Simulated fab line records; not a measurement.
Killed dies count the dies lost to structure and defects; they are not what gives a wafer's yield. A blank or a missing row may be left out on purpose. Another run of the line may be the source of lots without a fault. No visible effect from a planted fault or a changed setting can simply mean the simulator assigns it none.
A struck lot beside a sound one | flow sky130 | 16 steps out of a route of 708
Sound: these wafers, L639.2, L639.4, L639.5. Struck: wafer L646.1. (L646.2, L646.6 of the same lot were not struck and are left out.) The cause comes at the end.
Each step with rows lists, per side, the tool, then ch with its chambers, then its first start. Under that, the readings that differ: sound wafers | struck wafers | difference of the means | sigmas: that difference in standard deviations of wafers without a fault.
alike: readings with means less than 2 such deviations apart, plus words and numbers identical on both sides. not compared: withheld readings, readings lacking a value on some wafer, bounds such as >300 that could conceal the same value, and numbers that have no deviation in the record and whose values overlap.
Wherever a step has rows on one side only, a row that says differs or no value, or a row with sigmas, the two part there. Numbers that have no deviation but don't overlap get no sigmas and don't part them. A reading that every wafer of one side lacks parts them only if that side has two wafers or more.

SKY_SD_N_OVL_MEAS_08:
  sound on overlay-01 at day 29 06:37; struck on overlay-01 at day 31 13:18
  alike: SD_N_OVL
then, 2 steps without rows for these wafers: SKY_SD_N_IMPLANT_09; SKY_SD_N_IMPLANT_10.
SKY_SD_N_STRIP_11: strips in O2/N2.
  sound on plasmaAsher-03 ch 0, day 29 06:56; struck on plasmaAsher-03 ch 0, day 31 13:38
  alike: drypumpMotorCurrentA, oesProductAu, stripTimeToEndpointS
  not compared: rfHoursCounterH
SKY_SD_N_TW_MEAS_12:
  sound on filmMetro-02 at day 29 07:03; struck on filmMetro-04 at day 31 13:44
  alike: SD_N_TW
then, 1 step without rows for these wafers: SKY_SD_N_CLEAN_13 (cleans in SC1/SC2, time 150 s).
SKY_SD_N_RTA_14: time 2 s.
  sound on rtpAnneal-01 ch 0, day 29 07:10; struck on rtpAnneal-02 ch 0, day 31 13:51
  alike: lampPowerPct, wafer_temp_C_max
SKY_SD_N_RS_MEAS_16: uses a four-point probe to measure.
  sound on filmMetro-04 at day 29 07:20; struck on filmMetro-04 at day 31 14:01
  alike: SD_N_RS
SKY_SD_N_RS_MEAS_17: uses a four-point probe to measure.
  sound on filmMetro-04 at day 29 07:28; struck on filmMetro-04 at day 31 14:08
  alike: SD_P_RS
SKY_SD_N_RS_MEAS_18: uses a four-point probe to measure.
  sound on filmMetro-04 at day 29 07:35; struck on filmMetro-04 at day 31 14:16
reading               | sound             | struck | difference | sigmas
RES_XHIGH_RS (ohm/sq) | 333.5 332.5 332.5 | 335.1  | +2.3       | +2
then, 1 step without rows for these wafers: SKY_SALICIDE_CLEAN_00 (cleans in HF-last, time 30 s).
SKY_LI_CONTACT_HDPCVD_00: deposits PSG, target thk 930 nm, time 155 s.
  sound on hdpcvd-01 ch 1,2, day 29 07:42; struck on hdpcvd-02 ch 1, day 31 14:24
reading                                      | sound           | struck | difference | sigmas
model.PSG_of_LI_CONTACT_HDPCVD_00.thkNm (nm) | 914.8 939 916.6 | 1256   | +333       | 
SKY_LI_CONTACT_THK_MEAS_01:
  sound on filmMetro-01 at day 29 07:49; struck on filmMetro-02 at day 31 14:30
reading                    | sound       | struck | difference | sigmas
LI_CONTACT_HDPCVD_THK (nm) | 916 939 917 | 1256   | +332       | +33
SKY_LI_CONTACT_CMP_02: polishes PSG.
  sound on cmp-02 ch 0,1, day 29 07:52; struck on cmp-01 ch 1, day 31 14:34
reading             | sound          | struck | difference | sigmas
timeToEndpointS (s) | 27.5 31.9 29.7 | 62.3   | +32.6      | +14
  alike: headPressurePsi, motorCurrentA
SKY_LI_CONTACT_BOW_MEAS_03:
  sound on filmMetro-04 at day 29 08:11; struck on filmMetro-04 at day 31 14:52
  alike: LI_CONTACT_BOW
-- here the record skips 17 days between the struck wafers' starts before and after, leaving off in module LI_CONTACT and picking up in module PAD_OPEN (first step shown: number 708 of the route) --
SKY_PAD_OPEN_PROBE_99:
  sound on prober-02 at day 46 19:29; struck on prober-01 at day 48 13:23
reading          | sound    | struck | difference | sigmas
killed_at_M4_up  | 3 4 2    | 9      | +6         | +3
killedAtFrontEnd | 16 17 21 | 9      | -9         | -2
  alike: killed_at_M0_to_M3, killedAtContacts, killedAtOther, killedDies, killedOpen, killedShort

== WHERE THEY PART ==
First at SKY_SD_N_RS_MEAS_18; last, within this record, at SKY_PAD_OPEN_PROBE_99.

WHY: what had been put in by the simulator
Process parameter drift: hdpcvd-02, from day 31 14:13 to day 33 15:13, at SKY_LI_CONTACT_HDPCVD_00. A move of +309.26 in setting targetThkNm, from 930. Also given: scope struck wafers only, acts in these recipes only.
